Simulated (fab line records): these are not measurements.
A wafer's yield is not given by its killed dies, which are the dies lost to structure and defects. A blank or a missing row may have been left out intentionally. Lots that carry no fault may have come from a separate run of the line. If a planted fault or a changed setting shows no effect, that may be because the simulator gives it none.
fab line records ; flow gf180mcu ; part 1 of 2: steps 1 to 27 of 38
record lots=5; wafers=15; last-day=31
route steps=602 shown V3@431 M4@456
lots that met no fault: taken from a fault-free run of the same line
start-h: the number of hours between the record's first day and the start of the first shown wafer of the lot ; wait-h: hours since the lot's step before ; " identical to the entry in the row above ; L1.1+2: a single row standing in for several wafers ; - either no value or no given start ; * or withheld: withheld ; < > ~ a bound
route shown NAME@n: names a module that has steps shown in the file, with the first one's number in the route ; usual: the fault-free wafers' mean and standard deviation ; same: alike in all rows ; chamber/n: place in a boat ; sites: each site's reading ; _std_site: the values' standard deviation ; _edge_site: mean of outer sites minus mean of inner sites ; radius-mm: for every site, how far away it sits from the centre of the wafer ; mask NAME#n: copy n ; behind: the most recent tool/chamber to have shaped the wafer ; hold: cause of the lot's hold/its duration in hours/its outcome ; device: the n, p or np transistor that did not switch ; end of line: the same wafers' tests at the end of the route ; where a step has no rows: the recipe by itself ; killed: count of dies lost to structure and defects at first sort (not the wafer's yield) ; map: a wafer's dies, marking killed ones x, the rest . and places with no die _
set.NAME: the setting that was run; set.NAME@STEP: the one run at that earlier step ; model.NAME: the simulator's own value behind a step, which no gauge read
lots seen at some steps along the route; tables by step, rows by wafer
services: from which hour (start-h, from the record's first day; less than 0 if before it) a tool's chamber was out of use, for how many hours, and why
## steps
# step GF_V3_CVD_02
# recipe material=SiO2; target-thk-nm=850; precursor=TEOS; temp-c=400; time-s=94.851; rf-w=600
# usual heater-power-w=669/110
lot.wafer;tool;chamber;start-h;wait-h;heater-power-w
L075.3;pecvd-04;2;506.63;0.0;660
L075.4;pecvd-04;2;506.63;0.0;539
L075.6;pecvd-04;0;506.63;0.0;574
L078.2;pecvd-02;2;529.75;0.0;655
L078.3;pecvd-02;0;529.75;0.0;453
L078.5;pecvd-02;1;529.75;0.0;714
L079.1;pecvd-04;0;531.93;0.1;715
L079.2;pecvd-04;1;531.93;0.1;647
L079.6;pecvd-04;1;531.93;0.1;702
L083.4;pecvd-02;0;582.93;0.1;537
L083.5;pecvd-02;2;582.93;0.1;709
L083.6;pecvd-02;0;582.93;0.1;416
L084.1;pecvd-04;1;584.23;0.1;723
L084.5;pecvd-04;0;584.23;0.1;688
L084.6;pecvd-04;1;584.23;0.1;758
# step GF_V3_THK_MEAS_03
# recipe reads=SiO2_of_V3_CVD_02
# usual V3_CVD_02_THK=850/9.6
lot.wafer;tool;chamber;start-h;wait-h;V3_CVD_02_THK[nm]
L075.3;film-metro-02;-;506.72;0.1;843
L075.4;film-metro-02;-;506.72;0.1;848
L075.6;film-metro-02;-;506.72;0.1;842
L078.2;film-metro-02;-;529.82;0.0;848
L078.3;film-metro-02;-;529.82;0.0;855
L078.5;film-metro-02;-;529.82;0.0;861
L079.1;film-metro-02;-;532.00;0.0;848
L079.2;film-metro-02;-;532.00;0.0;848
L079.6;film-metro-02;-;532.00;0.0;849
L083.4;film-metro-02;-;583.03;0.1;865
L083.5;film-metro-02;-;583.03;0.1;854
L083.6;film-metro-02;-;583.03;0.1;858
L084.1;film-metro-01;-;584.30;0.0;840
L084.5;film-metro-01;-;584.30;0.0;868
L084.6;film-metro-01;-;584.30;0.0;859
# step GF_V3_CMP_04
# recipe material=SiO2; down-force-psi=4; platen-rpm=60; pad-velocity-m-s=0.94248
# usual edge-zone-pressure-frac=1.000/0.0046; motor-current-A=11.5/0.66; time-to-endpoint-s=81/4.7
lot.wafer;tool;chamber;start-h;wait-h;edge-zone-pressure-frac;motor-current-A;time-to-endpoint-s
L075.3;cmp-01;0;506.81;0.1;0.999;10.6;74
L075.4;cmp-01;2;506.81;0.1;0.999;11.0;79
L075.6;cmp-01;3;506.81;0.1;0.995;10.5;77
L078.2;cmp-02;1;529.92;0.1;0.998;11.5;81
L078.3;cmp-02;3;529.92;0.1;0.999;12.2;84
L078.5;cmp-02;0;529.92;0.1;1.004;11.9;87
L079.2;cmp-01;3;532.11;0.1;1.006;11.0;76
L079.1;cmp-01;1;532.11;0.1;0.996;11.2;76
L079.6;cmp-01;2;532.11;0.1;0.997;10.7;79
L083.4;cmp-01;0;583.16;0.1;0.996;11.3;90
L083.5;cmp-01;2;583.16;0.1;0.999;10.8;84
L083.6;cmp-01;3;583.16;0.1;0.989;10.8;88
L084.1;cmp-01;3;584.51;0.2;1.004;10.9;85
L084.6;cmp-01;0;584.51;0.2;0.995;11.4;84
L084.5;cmp-01;1;584.51;0.2;0.998;12.4;89
# step GF_V3_BOW_MEAS_05
# recipe mode=bow
# usual V3_BOW=116/7.8
lot.wafer;tool;chamber;start-h;wait-h;V3_BOW[um]
L075.3;film-metro-03;-;507.10;0.2;100
L075.4;film-metro-03;-;507.10;0.2;104
L075.6;film-metro-03;-;507.10;0.2;99
L078.2;film-metro-03;-;530.19;0.2;122
L078.3;film-metro-03;-;530.19;0.2;110
L078.5;film-metro-03;-;530.19;0.2;118
L079.1;film-metro-01;-;532.36;0.1;102
L079.2;film-metro-01;-;532.36;0.1;109
L079.6;film-metro-01;-;532.36;0.1;115
L083.4;film-metro-03;-;583.42;0.2;111
L083.5;film-metro-03;-;583.42;0.2;121
L083.6;film-metro-03;-;583.42;0.2;112
L084.1;film-metro-02;-;584.66;0.1;113
L084.5;film-metro-02;-;584.66;0.1;124
L084.6;film-metro-02;-;584.66;0.1;117
# step GF_V3_DEHYDRATE_06
# recipe temp-c=200; time-s=60
# usual plate-temp-C=199.98/0.15
lot.wafer;tool;chamber;start-h;wait-h;plate-temp-C
L075.3;litho-track-04;0;517.91;10.8;200.11
L075.4;litho-track-04;0;517.91;10.8;200.08
L075.6;litho-track-04;0;517.91;10.8;199.82
L078.2;litho-track-03;0;541.14;10.9;199.96
L078.3;litho-track-03;0;541.14;10.9;200.08
L078.5;litho-track-03;0;541.14;10.9;199.91
L079.1;litho-track-03;0;543.37;11.0;200.14
L079.2;litho-track-03;0;543.37;11.0;200.02
L079.6;litho-track-03;0;543.37;11.0;200.08
L083.4;litho-track-03;0;593.29;9.9;200.12
L083.5;litho-track-03;0;593.29;9.9;200.12
L083.6;litho-track-03;0;593.29;9.9;200.03
L084.1;litho-track-03;0;594.32;9.6;199.96
L084.5;litho-track-03;0;594.32;9.6;199.87
L084.6;litho-track-03;0;594.32;9.6;199.98
# step GF_V3_HMDS_07
# recipe prime-time-s=60; prime-temp-c=120
lot.wafer;tool;chamber;start-h;wait-h
L075.3+4+6;litho-track-04;0;518.06;0.1
L078.2+3+5;litho-track-03;0;541.29;0.1
L079.1+2+6;litho-track-03;0;543.52;0.1
L083.4+5+6;litho-track-03;0;593.44;0.1
L084.1+5+6;litho-track-03;0;594.47;0.1
# step GF_V3_COAT_08
# recipe resist=BARC; temp-c=withheld; time-s=withheld; spin-rpm=withheld; resist-thk-nm=withheld
lot.wafer;tool;chamber;start-h;wait-h
L075.3+4+6;litho-track-04;0;518.21;0.1
L078.2+3+5;litho-track-03;0;541.44;0.1
L079.1+2+6;litho-track-03;0;543.67;0.1
L083.4+5+6;litho-track-03;0;593.59;0.1
L084.1+5+6;litho-track-03;0;594.62;0.1
# step GF_V3_COAT_09
# recipe resist=KrF; spin-rpm=withheld; resist-thk-nm=1000
lot.wafer;tool;chamber;start-h;wait-h
L075.3+4+6;litho-track-04;0;-;-
L078.2+3+5;litho-track-03;0;-;-
L079.1+2+6;litho-track-03;0;-;-
L083.4+5+6;litho-track-03;0;-;-
L084.1+5+6;litho-track-03;0;-;-
# step GF_V3_SOFTBAKE_10
# recipe temp-c=130; time-s=60; resist=KrF
# usual plate-temp-C=130.00/0.15
lot.wafer;tool;chamber;start-h;wait-h;plate-temp-C
L075.3;litho-track-04;0;-;-;129.88
L075.4;litho-track-04;0;-;-;129.70
L075.6;litho-track-04;0;-;-;129.73
L078.2;litho-track-03;0;-;-;130.23
L078.3;litho-track-03;0;-;-;130.10
L078.5;litho-track-03;0;-;-;130.06
L079.1;litho-track-03;0;-;-;129.79
L079.2;litho-track-03;0;-;-;130.04
L079.6;litho-track-03;0;-;-;129.88
L083.4;litho-track-03;0;-;-;129.97
L083.5;litho-track-03;0;-;-;129.86
L083.6;litho-track-03;0;-;-;129.82
L084.1;litho-track-03;0;-;-;130.04
L084.5;litho-track-03;0;-;-;129.88
L084.6;litho-track-03;0;-;-;130.19
# step GF_V3_EXPOSE_11
# recipe mask-id=Via3; target-cd-nm=260; na=0.68; source-shape=conventional; sigma-outer=0.6; dose-mj=38
# same na=0.68
lot.wafer;tool;chamber;start-h;wait-h;mask
L075.3+4+6;krf-scanner-02;0;-;-;Via3#0
L078.2+3+5;krf-scanner-01;0;-;-;Via3#0
L079.1+2+6;krf-scanner-01;0;-;-;Via3#0
L083.4+5+6;krf-scanner-02;0;-;-;Via3#0
L084.1+5+6;krf-scanner-02;0;-;-;Via3#0
# step GF_V3_PEB_12
# recipe peb-temp-c=135; peb-time-s=90; resist=KrF
# usual plate-temp-C=135.02/0.16
lot.wafer;tool;chamber;start-h;wait-h;plate-temp-C
L075.3;litho-track-03;0;-;-;135.09
L075.4;litho-track-03;0;-;-;134.90
L075.6;litho-track-03;0;-;-;135.13
L078.2;litho-track-01;0;-;-;134.93
L078.3;litho-track-01;0;-;-;134.84
L078.5;litho-track-01;0;-;-;135.09
L079.1;litho-track-04;0;-;-;134.93
L079.2;litho-track-04;0;-;-;134.80
L079.6;litho-track-04;0;-;-;135.00
L083.4;litho-track-03;0;-;-;134.96
L083.5;litho-track-03;0;-;-;135.00
L083.6;litho-track-03;0;-;-;135.02
L084.1;litho-track-04;0;-;-;135.23
L084.5;litho-track-04;0;-;-;135.08
L084.6;litho-track-04;0;-;-;135.11
# step GF_V3_DEVELOP_13
# recipe develop-time-s=60; resist=KrF; dev-temp-c=21
# same develop-time-s=60
lot.wafer;tool;chamber;start-h;wait-h
L075.3+4+6;litho-track-03;0;529.72;0.1
L078.2+3+5;litho-track-01;0;552.46;0.2
L079.1+2+6;litho-track-04;0;555.11;0.2
L083.4+5+6;litho-track-03;0;603.94;0.1
L084.1+5+6;litho-track-04;0;605.41;0.2
# step GF_V3_CD_MEAS_14
# recipe target-cd-nm=260
# usual cd-nm=259.8/1.2
lot.wafer;tool;chamber;start-h;wait-h;cd-nm
L075.3;cd-sem-02;-;529.86;0.1;261.2
L075.4;cd-sem-02;-;529.86;0.1;260.2
L075.6;cd-sem-02;-;529.86;0.1;260.9
L078.2;cd-sem-02;-;552.61;0.1;261.0
L078.3;cd-sem-02;-;552.61;0.1;259.2
L078.5;cd-sem-02;-;552.61;0.1;259.3
L079.1;cd-sem-01;-;555.26;0.1;262.2
L079.2;cd-sem-01;-;555.26;0.1;261.2
L079.6;cd-sem-01;-;555.26;0.1;262.4
L083.4;cd-sem-01;-;604.08;0.1;257.7
L083.5;cd-sem-01;-;604.08;0.1;259.2
L083.6;cd-sem-01;-;604.08;0.1;258.3
L084.1;cd-sem-01;-;605.56;0.1;259.0
L084.5;cd-sem-01;-;605.56;0.1;257.5
L084.6;cd-sem-01;-;605.56;0.1;256.9
# step GF_V3_OVL_MEAS_15
# usual V3_OVL=1/6.1
lot.wafer;tool;chamber;start-h;wait-h;V3_OVL[nm]
L075.3;overlay-02;-;529.95;0.1;2
L075.4;overlay-02;-;529.95;0.1;9
L075.6;overlay-02;-;529.95;0.1;15
L078.2;overlay-02;-;552.72;0.1;-5
L078.3;overlay-02;-;552.72;0.1;1
L078.5;overlay-02;-;552.72;0.1;-2
L079.1;overlay-01;-;555.38;0.1;-6
L079.2;overlay-01;-;555.38;0.1;-8
L079.6;overlay-01;-;555.38;0.1;-5
L083.4;overlay-02;-;604.16;0.1;12
L083.5;overlay-02;-;604.16;0.1;7
L083.6;overlay-02;-;604.16;0.1;11
L084.1;overlay-02;-;605.68;0.1;12
L084.5;overlay-02;-;605.68;0.1;18
L084.6;overlay-02;-;605.68;0.1;5
# step GF_V3_ETCH_16
# recipe chemistry=N2/H2; target-depth-a=withheld; overetch-a=withheld; time-s=withheld; target=BARC; ion-energy-ev=200; source-w=500; bias-w=100; pressure-mtorr=30; n2-flow-sccm=100; h2-flow-sccm=200
# usual drypump-motor-current-A=5.9/0.47; h2-flow-sccm=200.1/0.57; oes-product-au=0.855/0.0047; throttle-valve-pct=13.225/0.0098
lot.wafer;tool;chamber;start-h;wait-h;drypump-motor-current-A;h2-flow-sccm;oes-product-au;throttle-valve-pct
L075.3;rie-diel-01;0;529.97;0.0;6.1;200.2;0.855;13.227
L075.4;rie-diel-01;3;529.97;0.0;6.5;199.7;0.867;13.231
L075.6;rie-diel-01;2;529.97;0.0;5.6;200.2;0.855;13.214
L078.2;rie-diel-04;0;552.75;0.0;5.2;200.6;0.854;13.217
L078.3;rie-diel-04;2;552.75;0.0;6.5;200.7;0.858;13.224
L078.5;rie-diel-04;3;552.75;0.0;6.0;198.9;0.852;13.239
L079.1;rie-diel-01;1;555.41;0.0;6.3;200.8;0.850;13.213
L079.2;rie-diel-01;2;555.41;0.0;5.6;200.5;0.852;13.230
L079.6;rie-diel-01;1;555.41;0.0;6.3;200.2;0.854;13.212
L083.4;rie-diel-04;0;604.19;0.0;5.2;199.9;0.855;13.223
L083.5;rie-diel-04;1;604.19;0.0;5.6;200.7;0.863;13.218
L083.6;rie-diel-04;2;604.19;0.0;6.5;200.3;0.858;13.224
L084.1;rie-diel-04;1;605.71;0.0;5.6;199.6;0.858;13.229
L084.5;rie-diel-04;1;605.71;0.0;5.6;200.3;0.853;13.232
L084.6;rie-diel-04;2;605.71;0.0;6.5;199.1;0.853;13.215
# step GF_V3_ETCH_17
# recipe chemistry=C4F8/O2/Ar; mask-material=KrF; target=SiO2; stop-on=TiN; source-w=1500; bias-w=1200; pressure-mtorr=40; c4f8-flow-sccm=withheld; O2_flow_sccm=6; Ar_flow_sccm=300; time-s=withheld; target-depth-a=6350
# usual oes-product-au=0.855/0.0048
lot.wafer;tool;chamber;start-h;wait-h;oes-product-au
L075.3;rie-diel-01;0;-;-;0.862
L075.4;rie-diel-01;3;-;-;0.852
L075.6;rie-diel-01;2;-;-;0.856
L078.2;rie-diel-04;0;-;-;0.863
L078.3;rie-diel-04;2;-;-;0.854
L078.5;rie-diel-04;3;-;-;0.857
L079.1;rie-diel-01;1;-;-;0.854
L079.2;rie-diel-01;2;-;-;0.857
L079.6;rie-diel-01;1;-;-;0.853
L083.4;rie-diel-04;0;-;-;0.855
L083.5;rie-diel-04;1;-;-;0.851
L083.6;rie-diel-04;2;-;-;0.857
L084.1;rie-diel-04;1;-;-;0.860
L084.5;rie-diel-04;1;-;-;0.856
L084.6;rie-diel-04;2;-;-;0.858
# step GF_V3_STRIP_18
# recipe chemistry=O2/N2; power-w=1400; pressure-mtorr=1500; platen-temp-c=250; o2-flow-sccm=3000; n2-flow-sccm=300; overash-fraction=0.5
# usual drypump-motor-current-A=5.3/0.6; heater-power-w=349/19; o2-flow-sccm=2998/8.6; oes-product-au=0.593/0.005
lot.wafer;tool;chamber;start-h;wait-h;drypump-motor-current-A;heater-power-w;o2-flow-sccm;oes-product-au;rf-hours-counter-h
L075.3;plasma-asher-04;1;530.14;-;6.4;334;3002;0.593;-
L075.4;plasma-asher-04;0;530.14;-;5.5;306;3001;0.594;-
L075.6;plasma-asher-04;0;530.14;-;5.5;315;3001;0.600;-
L078.2;plasma-asher-02;1;552.87;-;4.7;348;2981;0.590;92
L078.3;plasma-asher-02;0;552.87;-;5.1;353;3003;0.599;-
L078.5;plasma-asher-02;0;552.87;-;5.1;362;3000;0.583;-
L079.1;plasma-asher-04;0;555.54;-;5.5;315;2989;0.595;12
L079.2;plasma-asher-04;1;555.54;-;6.5;336;2989;0.591;12
L079.6;plasma-asher-04;0;555.54;-;5.5;321;3002;0.592;-
L083.4;plasma-asher-02;1;604.34;-;4.6;347;3013;0.589;-
L083.5;plasma-asher-02;1;604.34;-;4.6;355;3012;0.591;-
L083.6;plasma-asher-02;0;604.34;-;5.1;349;3006;0.596;-
L084.1;plasma-asher-04;1;605.84;-;6.4;332;3003;0.591;17
L084.5;plasma-asher-04;0;605.84;-;5.5;315;3006;0.595;-
L084.6;plasma-asher-04;1;605.84;-;6.4;330;3012;0.589;-
# step GF_V3_STRIP_19
# recipe chemistry=post-etch-residue-remover; time-s=1200; temp-c=72.5
lot.wafer;tool;chamber;start-h;wait-h
L075.3+4+6;wet-bench-03;2;530.20;0.0
L078.2+3+5;wet-bench-03;0;552.97;0.1
L079.1+2+6;wet-bench-03;3;555.64;0.1
L083.4+5+6;wet-bench-01;3;604.40;0.0
L084.1+5+6;wet-bench-03;2;605.94;0.1
# step GF_V3_CLEAN_20
# recipe chemistry=DIW; dry=n2-spin
lot.wafer;tool;chamber;start-h;wait-h
L075.3+4+6;wet-bench-01;1;530.55;0.0
L078.2+3+5;wet-bench-01;2;553.32;0.0
L079.1+2+6;wet-bench-04;3;555.98;0.0
L083.4+5+6;wet-bench-04;0;604.78;0.0
L084.1+5+6;wet-bench-04;0;606.32;0.0
# step GF_V3_SPUTTER_21
# recipe material=Ti; target-thk-nm=15; chamber-pressure-pa=5; power-w=2500; substrate-temp-c=200; time-s=80.02
# usual substrate-temp-c=200.03/0.17; throttle-valve-pct=30.9/0.66
lot.wafer;tool;chamber;start-h;wait-h;substrate-temp-c;throttle-valve-pct
L075.3;pvd-sputter-04;-;530.64;0.0;199.76;31.3
L075.4;pvd-sputter-04;-;530.64;0.0;200.18;30.8
L075.6;pvd-sputter-04;-;530.64;0.0;200.35;31.0
L078.2;pvd-sputter-02;-;553.50;0.0;200.14;29.6
L078.3;pvd-sputter-02;-;553.50;0.0;199.92;31.3
L078.5;pvd-sputter-02;-;553.50;0.0;200.31;31.2
L079.1;pvd-sputter-04;-;556.08;0.0;200.00;30.7
L079.2;pvd-sputter-04;-;556.08;0.0;200.08;30.9
L079.6;pvd-sputter-04;-;556.08;0.0;199.90;31.6
L083.4;pvd-sputter-04;-;604.88;0.0;199.88;31.3
L083.5;pvd-sputter-04;-;604.88;0.0;199.89;31.4
L083.6;pvd-sputter-04;-;604.88;0.0;200.02;30.8
L084.1;pvd-sputter-03;-;606.42;0.0;200.19;30.3
L084.5;pvd-sputter-03;-;606.42;0.0;200.45;30.1
L084.6;pvd-sputter-03;-;606.42;0.0;200.09;31.8
# step GF_V3_SPUTTER_22
# recipe material=TiN; target-thk-nm=10; chamber-pressure-pa=5; power-w=4000; time-s=40
# usual throttle-valve-pct=30.9/0.67
lot.wafer;tool;chamber;start-h;wait-h;throttle-valve-pct
L075.3;pvd-sputter-04;-;530.70;0.0;31.5
L075.4;pvd-sputter-04;-;530.70;0.0;30.7
L075.6;pvd-sputter-04;-;530.70;0.0;30.6
L078.2;pvd-sputter-02;-;553.56;0.0;29.2
L078.3;pvd-sputter-02;-;553.56;0.0;31.3
L078.5;pvd-sputter-02;-;553.56;0.0;31.1
L079.1;pvd-sputter-04;-;556.15;0.0;30.8
L079.2;pvd-sputter-04;-;556.15;0.0;30.9
L079.6;pvd-sputter-04;-;556.15;0.0;31.3
L083.4;pvd-sputter-04;-;604.94;0.0;31.2
L083.5;pvd-sputter-04;-;604.94;0.0;31.5
L083.6;pvd-sputter-04;-;604.94;0.0;31.0
L084.1;pvd-sputter-03;-;606.48;0.0;30.4
L084.5;pvd-sputter-03;-;606.48;0.0;30.3
L084.6;pvd-sputter-03;-;606.48;0.0;32.4
# step GF_V3_CVD_23
# recipe material=W; target-thk-nm=350; time-s=104.9; temp-c=400; pressure-torr=40
# usual heater-power-w=778/44
lot.wafer;tool;chamber;start-h;wait-h;heater-power-w
L075.3;cvd-w-01;1;530.77;0.1;749
L075.4;cvd-w-01;0;530.77;0.1;810
L075.6;cvd-w-01;1;530.77;0.1;724
L078.2;cvd-w-02;1;553.60;0.0;742
L078.3;cvd-w-02;1;553.60;0.0;716
L078.5;cvd-w-02;0;553.60;0.0;793
L079.1;cvd-w-01;0;556.18;0.0;845
L079.2;cvd-w-01;1;556.18;0.0;745
L079.6;cvd-w-01;0;556.18;0.0;844
L083.4;cvd-w-02;0;605.01;0.1;773
L083.5;cvd-w-02;1;605.01;0.1;735
L083.6;cvd-w-02;0;605.01;0.1;779
L084.1;cvd-w-02;0;606.52;0.0;787
L084.5;cvd-w-02;0;606.52;0.0;782
L084.6;cvd-w-02;1;606.52;0.0;739
# step GF_V3_RS_MEAS_24
# recipe thk-meas-gauge=four-point-probe; reads=W_of_V3_CVD_23+TiN_of_V3_SPUTTER_22+Ti_of_V3_SPUTTER_21
# usual V3_W_RS=0.327/0.0039
lot.wafer;tool;chamber;start-h;wait-h;V3_W_RS[ohm/sq]
L075.3;film-metro-03;-;530.89;0.1;0.328
L075.4;film-metro-03;-;530.89;0.1;0.325
L075.6;film-metro-03;-;530.89;0.1;0.327
L078.2;film-metro-01;-;553.73;0.1;0.333
L078.3;film-metro-01;-;553.73;0.1;0.333
L078.5;film-metro-01;-;553.73;0.1;0.331
L079.1;film-metro-03;-;556.30;0.1;0.322
L079.2;film-metro-03;-;556.30;0.1;0.322
L079.6;film-metro-03;-;556.30;0.1;0.322
L083.4;film-metro-03;-;605.15;0.1;0.333
L083.5;film-metro-03;-;605.15;0.1;0.331
L083.6;film-metro-03;-;605.15;0.1;0.332
L084.1;film-metro-01;-;606.63;0.1;0.331
L084.5;film-metro-01;-;606.63;0.1;0.332
L084.6;film-metro-01;-;606.63;0.1;0.329
# step GF_V3_THK_MEAS_25
# recipe thk-meas-gauge=xrf; reads=W_of_V3_CVD_23
# usual V3_W_THK=349/4.9
lot.wafer;tool;chamber;start-h;wait-h;V3_W_THK[nm]
L075.3;film-metro-03;-;530.99;0.1;347
L075.4;film-metro-03;-;530.99;0.1;352
L075.6;film-metro-03;-;530.99;0.1;346
L078.2;film-metro-01;-;553.84;0.1;344
L078.3;film-metro-01;-;553.84;0.1;346
L078.5;film-metro-01;-;553.84;0.1;349
L079.1;film-metro-03;-;556.42;0.1;353
L079.2;film-metro-03;-;556.42;0.1;354
L079.6;film-metro-03;-;556.42;0.1;354
L083.4;film-metro-03;-;605.24;0.1;341
L083.5;film-metro-03;-;605.24;0.1;341
L083.6;film-metro-03;-;605.24;0.1;341
L084.1;film-metro-01;-;606.75;0.1;339
L084.5;film-metro-01;-;606.75;0.1;339
L084.6;film-metro-01;-;606.75;0.1;342
# step GF_V3_CMP_26
# recipe stop-on=SiO2; down-force-psi=3.5; platen-rpm=60; t-overpolish-s=15; target-thk-nm=0; pad-velocity-m-s=0.94248
# usual edge-zone-pressure-frac=0.999/0.0046; motor-current-A=10.5/0.62; overpolish-run-s=15.001/0.0086; time-to-endpoint-s=83.2/2.5
lot.wafer;tool;chamber;start-h;wait-h;edge-zone-pressure-frac;motor-current-A;overpolish-run-s;time-to-endpoint-s
L075.3;cmp-02;3;531.08;0.1;1.003;10.7;14.990;82.4
L075.4;cmp-02;1;531.08;0.1;0.997;10.7;15.007;84.8
L075.6;cmp-02;2;531.08;0.1;1.005;10.4;14.997;84.4
L078.2;cmp-02;0;553.99;0.1;1.000;11.1;15.006;83.3
L078.3;cmp-02;1;553.99;0.1;0.996;10.2;15.004;80.3
L078.5;cmp-02;2;553.99;0.1;0.998;10.4;15.014;82.5
L079.1;cmp-02;2;556.48;0.1;0.999;10.1;15.002;79.7
L079.2;cmp-02;3;556.48;0.1;1.004;11.6;15.009;79.2
L079.6;cmp-02;3;556.48;0.1;1.005;11.7;14.992;79.0
L083.4;cmp-02;0;605.37;0.1;1.005;11.5;15.006;83.7
L083.6;cmp-02;2;605.37;0.1;1.000;10.1;15.004;81.0
L083.5;cmp-02;3;605.37;0.1;0.997;10.5;15.002;81.8
L084.1;cmp-02;0;606.81;0.1;0.997;11.0;15.007;87.8
L084.5;cmp-02;0;606.81;0.1;0.997;11.8;15.016;83.9
L084.6;cmp-02;1;606.81;0.1;1.005;11.1;15.003;83.3
# step GF_M4_SPUTTER_00
# recipe material=Ti; target-thk-nm=37.5; arriving-ion-energy-ev=80; substrate-temp-c=200; chamber-pressure-pa=2; power-w=4000; time-s=150
# usual substrate-temp-c=200.00/0.18; throttle-valve-pct=30.4/0.79
lot.wafer;tool;chamber;start-h;wait-h;substrate-temp-c;throttle-valve-pct
L075.3;pvd-sputter-03;-;531.33;0.2;200.15;30.4
L075.4;pvd-sputter-03;-;531.33;0.2;199.90;30.6
L075.6;pvd-sputter-03;-;531.33;0.2;199.97;30.6
L078.2;pvd-sputter-03;-;554.19;0.1;200.19;30.6
L078.3;pvd-sputter-03;-;554.19;0.1;199.67;30.5
L078.5;pvd-sputter-03;-;554.19;0.1;200.23;32.0
L079.1;pvd-sputter-01;-;556.78;0.2;200.02;29.4
L079.2;pvd-sputter-01;-;556.78;0.2;200.31;29.4
L079.6;pvd-sputter-01;-;556.78;0.2;200.24;30.4
L083.4;pvd-sputter-01;-;605.57;0.1;200.20;30.2
L083.5;pvd-sputter-01;-;605.57;0.1;200.00;30.0
L083.6;pvd-sputter-01;-;605.57;0.1;199.65;29.8
L084.1;pvd-sputter-01;-;607.11;0.2;200.02;29.8
L084.5;pvd-sputter-01;-;607.11;0.2;200.06;29.5
L084.6;pvd-sputter-01;-;607.11;0.2;200.19;29.2
# step GF_M4_SPUTTER_01
# recipe material=TiN; target-thk-nm=30; power-w=6500; time-s=25; chamber-pressure-pa=0.4
# usual throttle-valve-pct=30.3/0.79
lot.wafer;tool;chamber;start-h;wait-h;throttle-valve-pct
L075.3;pvd-sputter-03;-;531.43;0.1;30.2
L075.4;pvd-sputter-03;-;531.43;0.1;30.6
L075.6;pvd-sputter-03;-;531.43;0.1;30.6
L078.2;pvd-sputter-03;-;554.29;0.1;30.4
L078.3;pvd-sputter-03;-;554.29;0.1;30.0
L078.5;pvd-sputter-03;-;554.29;0.1;32.1
L079.1;pvd-sputter-01;-;556.88;0.1;29.5
L079.2;pvd-sputter-01;-;556.88;0.1;29.5
L079.6;pvd-sputter-01;-;556.88;0.1;30.4
L083.4;pvd-sputter-01;-;605.67;0.1;30.0
L083.5;pvd-sputter-01;-;605.67;0.1;30.0
L083.6;pvd-sputter-01;-;605.67;0.1;29.5
L084.1;pvd-sputter-01;-;607.21;0.1;30.3
L084.5;pvd-sputter-01;-;607.21;0.1;29.4
L084.6;pvd-sputter-01;-;607.21;0.1;29.5
